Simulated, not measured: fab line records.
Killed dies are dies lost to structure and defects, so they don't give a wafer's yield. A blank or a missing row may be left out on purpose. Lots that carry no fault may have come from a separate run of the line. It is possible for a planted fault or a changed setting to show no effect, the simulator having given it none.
Which tool did it? ; flow sky130 ; Sampling: 13 lots, 39 wafers, 4 of 708 route steps

## WHAT EACH GAUGE READ, for each wafer
SKY_CAP2M_RS_MEAS_03: measures by four-point-probe.
lot;measured;on;CAP2M_TIN_RS (ohm/sq)
L358;day 40 04:58;filmMetro-01;6.77 6.81 6.83
L359;day 40 09:24;filmMetro-02;6.88 6.98 7.00
L360;day 40 11:01;filmMetro-01;6.89 6.83 6.94
L361;day 40 13:35;filmMetro-02;6.87 6.94 6.94
L362;day 40 15:08;filmMetro-02;6.84 6.87 6.85
L364;day 41 11:33;filmMetro-04;6.96 6.90 6.94
L363;day 41 13:32;filmMetro-04;6.84 6.80 6.91
L366;day 42 01:52;filmMetro-02;6.95 6.97 6.79
L367;day 42 11:19;filmMetro-01;6.84 6.86 6.84
L370;day 43 11:29;filmMetro-02;6.76 6.88 6.83
L371;day 43 17:30;filmMetro-02;6.92 6.85 6.96
L372;day 43 19:20;filmMetro-01;7.05 6.91 6.89
L381;day 46 03:26;filmMetro-04;6.98 6.98 7.00

SKY_METAL5_RS_MEAS_05: measures by four-point-probe.
lot;measured;on;METAL5_ALCU_RS (ohm/sq)
L358;day 43 07:56;filmMetro-02;0.0275 0.0272 0.0272
L359;day 43 11:43;filmMetro-03;0.0272 0.0269 0.0272
L360;day 43 13:56;filmMetro-03;0.0275 0.0276 0.0276
L361;day 43 14:52;filmMetro-02;0.0270 0.0271 0.0271
L362;day 43 17:30;filmMetro-03;0.0275 0.0274 0.0275
L364;day 44 12:41;filmMetro-03;0.0269 0.0271 0.0269
L363;day 44 14:24;filmMetro-02;0.0273 0.0274 0.0275
L366;day 45 00:38;filmMetro-04;0.0272 0.0274 0.0273
L367;day 45 11:34;filmMetro-02;0.0276 0.0278 0.0275
L370;day 46 08:06;filmMetro-04;0.0274 0.0272 0.0276
L371;day 46 14:25;filmMetro-03;0.0270 0.0269 0.0267
L372;day 46 15:07;filmMetro-02;0.0261 0.0262 0.0262
L381;day 48 17:33;filmMetro-04;0.0271 0.0265 0.0268

SKY_PASSIVATION_THK_MEAS_01.
lot;measured;on;PASSIVATION_CVD_00_THK (nm)
L358;day 44 06:52;filmMetro-03;90.0 91.5 90.9
L359;day 44 10:43;filmMetro-03;89.9 89.4 91.5
L360;day 44 13:01;filmMetro-01;91.2 88.5 89.8
L361;day 44 13:47;filmMetro-01;88.9 91.2 90.0
L362;day 44 16:29;filmMetro-03;89.8 89.0 91.3
L364;day 45 11:16;filmMetro-04;89.6 88.8 90.5
L363;day 45 13:06;filmMetro-01;88.5 89.0 90.6
L366;day 45 22:16;filmMetro-04;90.1 90.9 92.8
L367;day 46 09:48;filmMetro-04;88.1 89.1 90.1
L370;day 47 04:37;filmMetro-01;87.4 90.1 90.6
L371;day 47 11:43;filmMetro-04;90.7 87.8 91.9
L372;day 47 12:34;filmMetro-01;88.6 88.4 90.9
L381;day 49 12:06;filmMetro-04;89.9 90.6 91.3

## EACH LOT AND THE TOOL THAT RAN IT (in order: tool; ch and the chambers of the sampled wafers; start)
lot;SKY_VIA1_CMP_02
L358;cmp-01 ch 0,1,3, day 33 08:59
L359;cmp-01 ch 0,1,3, day 33 12:30
L360;cmp-01 ch 0,1,2, day 33 16:27
L361;cmp-01 ch 0,1, day 33 18:34
L362;cmp-01 ch 0,2,3, day 33 20:38
L364;cmp-02 ch 0,2,3, day 34 19:20
L363;cmp-01 ch 2,3, day 34 20:43
L366;cmp-02 ch 0,1,3, day 35 08:25
L367;cmp-01 ch 2,3, day 35 20:28
L370;cmp-01 ch 0,3, day 37 00:13
L371;cmp-01 ch 0,1,2, day 37 06:21
L372;cmp-01 ch 0,2, day 37 09:19
L381;cmp-02 ch 0,2, day 40 00:19
- SKY_VIA1_CMP_02: polishes SiO2.

## AS READ BY THE TOOLS THEMSELVES (means over the sampled wafers that have a number; for cases with no such wafer, the mark the record gives instead)
SKY_VIA1_CMP_02.
lot;tool;edgeZonePressureFrac;motorCurrentA (A)
L358;cmp-01;0.997;12.0
L359;cmp-01;1.001;12.1
L360;cmp-01;1.006;11.2
L361;cmp-01;0.998;11.0
L362;cmp-01;0.999;11.5
L364;cmp-02;1.000;11.2
L363;cmp-01;1.002;11.8
L366;cmp-02;1.002;11.1
L367;cmp-01;1.005;11.8
L370;cmp-01;1.001;11.4
L371;cmp-01;1.004;11.3
L372;cmp-01;1.006;10.7
L381;cmp-02;0.998;10.7

## THE ANSWER, worked out from the rows above alone
Rule: the lots themselves supply what counts as usual. The widest of any qualifying gaps counts: lots, ordered by their means at a reading, are off when they make up no more than a third of the lots, leave a main group of 4 or more, and stand apart from it by 3 or more times the standard deviation of that group's means. If all means in a main group match to the digits the tables above print for the reading, that group is not used. Also off: a lot with no number at a reading for which 4 or more lots have one. All remaining lots with rows at the step are treated as sound. After the gauges, taken in route order, come the tools' own readings; for these a lot's mean is taken, as printed above. The first step at which some lot is off is used, and at that step the reading that is off furthest; a lot without a number counts as furthest.
Nothing can be told from this: no lot is off at any reading shown.

## WHAT HAD BEEN PUT IN BY THE SIMULATOR
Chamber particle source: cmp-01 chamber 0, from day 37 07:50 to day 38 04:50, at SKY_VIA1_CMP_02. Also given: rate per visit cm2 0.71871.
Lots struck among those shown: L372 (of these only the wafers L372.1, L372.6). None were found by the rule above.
